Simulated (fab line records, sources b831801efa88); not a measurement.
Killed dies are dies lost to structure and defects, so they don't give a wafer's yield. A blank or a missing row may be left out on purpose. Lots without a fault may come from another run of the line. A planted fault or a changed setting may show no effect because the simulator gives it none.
Split-lot experiment | flow sfq_line | 5 lots, 23 wafers read, on a route of 325 steps

THE SPLIT
At SFQ_TRILAYER_M8_DEP_EVAP_197 (material Ti, target thk 20 nm, time 100 s), the setting time_s was moved away from the recipe's 100 s on 9 of the 23 wafers read, by -11.6% to +8.1%. The other wafers ran this setting at the recipe's value.

The reading is taken at the split's own step.

THE READING
Ti_of_TRILAYER_M8_DEP_EVAP_197.thk_nm (the simulator's own value, which no gauge read), in nm, at SFQ_TRILAYER_M8_DEP_EVAP_197 (material Ti, target thk 20 nm, time 100 s). The file gives no usual value for it. The 14 wafers here that ran the recipe average 19.94 nm, standard deviation 0.15 nm.

wafer  | tool, chamber at the split | time_s as run, s | against the recipe | Ti_of_TRILAYER_M8_DEP_EVAP_197.thk_nm, nm | against lot-mates on the recipe
L076.1 | pvd_sputter-02, -          | 90.79            | -9.2%              | 18.26                                     | -1.60
L076.2 | pvd_sputter-02, -          | 100              | recipe             | 19.8                                      | -
L076.4 | pvd_sputter-02, -          | 100              | recipe             | 19.87                                     | -
L076.5 | pvd_sputter-02, -          | 100              | recipe             | 19.92                                     | -
L076.6 | pvd_sputter-02, -          | 90.79            | -9.2%              | 18.16                                     | -1.70
L078.1 | pvd_sputter-02, -          | 108.1            | +8.1%              | 21.6                                      | +1.84
L078.2 | pvd_sputter-02, -          | 108.1            | +8.1%              | 21.32                                     | +1.56
L078.3 | pvd_sputter-02, -          | 100              | recipe             | 19.71                                     | -
L078.4 | pvd_sputter-02, -          | 100              | recipe             | 19.8                                      | -
L078.5 | pvd_sputter-02, -          | 108.1            | +8.1%              | 21.2                                      | +1.44
L079.1 | pvd_sputter-01, -          | 100              | recipe             | 19.96                                     | -
L079.2 | pvd_sputter-01, -          | 100              | recipe             | 20.12                                     | -
L079.3 | pvd_sputter-01, -          | 88.44            | -11.6%             | 17.78                                     | -2.24
L079.4 | pvd_sputter-01, -          | 100              | recipe             | 19.97                                     | -
L079.5 | pvd_sputter-01, -          | 88.44            | -11.6%             | 17.76                                     | -2.26
L080.2 | pvd_sputter-02, -          | 100              | recipe             | 19.86                                     | -
L080.3 | pvd_sputter-02, -          | 100              | recipe             | 19.76                                     | -
L080.6 | pvd_sputter-02, -          | 100              | recipe             | 19.89                                     | -
L081.1 | pvd_sputter-01, -          | 100              | recipe             | 20.13                                     | -
L081.2 | pvd_sputter-01, -          | 105              | +5.0%              | 21.12                                     | +0.97
L081.3 | pvd_sputter-01, -          | 100              | recipe             | 20.21                                     | -
L081.4 | pvd_sputter-01, -          | 105              | +5.0%              | 21.05                                     | +0.90
L081.6 | pvd_sputter-01, -          | 100              | recipe             | 20.12                                     | -

THE FIT
A straight line over all 23 wafers: Ti_of_TRILAYER_M8_DEP_EVAP_197.thk_nm changes by +0.188 nm for each +1% of time_s; r = +0.99; the points scatter about the line by 0.16 nm.
The same after taking each lot's own level away (the mean of its wafers on the recipe; 23 wafers): +0.192 nm for each +1%; r = +1.00; scatter 0.09 nm.
On that fit, the largest move of time_s shifts the reading by 2.2 nm.
The lots' own levels span 19.755 to 20.153 nm, that is 2.7 times the standard deviation above.
So the lot-to-lot level changes the slope little: the two slopes agree.
Check: with one of the wafers moved furthest among these (-11.6%) left out of the fit, the line predicts -2.19 nm for it against its lot-mates. It came out at -2.24 nm against them.

OTHER SPLITS ON THESE WAFERS
These wafers also went through other splits before the reading. Each is held against what the fit with the lots' levels taken away leaves over:
other split on the same wafers               | wafers away from the commonest value | r with Ti_of_TRILAYER_M8_DEP_EVAP_197.thk_nm (lot level and that fit taken away)
SFQ_TRILAYER_I7_VIA_LITHO_PEB_190 peb_temp_c | 6                                    | +0.12

THE FILE'S OWN FIT
Ti_of_TRILAYER_M8_DEP_EVAP_197.thk_nm changes by +0.191 nm for each +1% of time_s, r = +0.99.
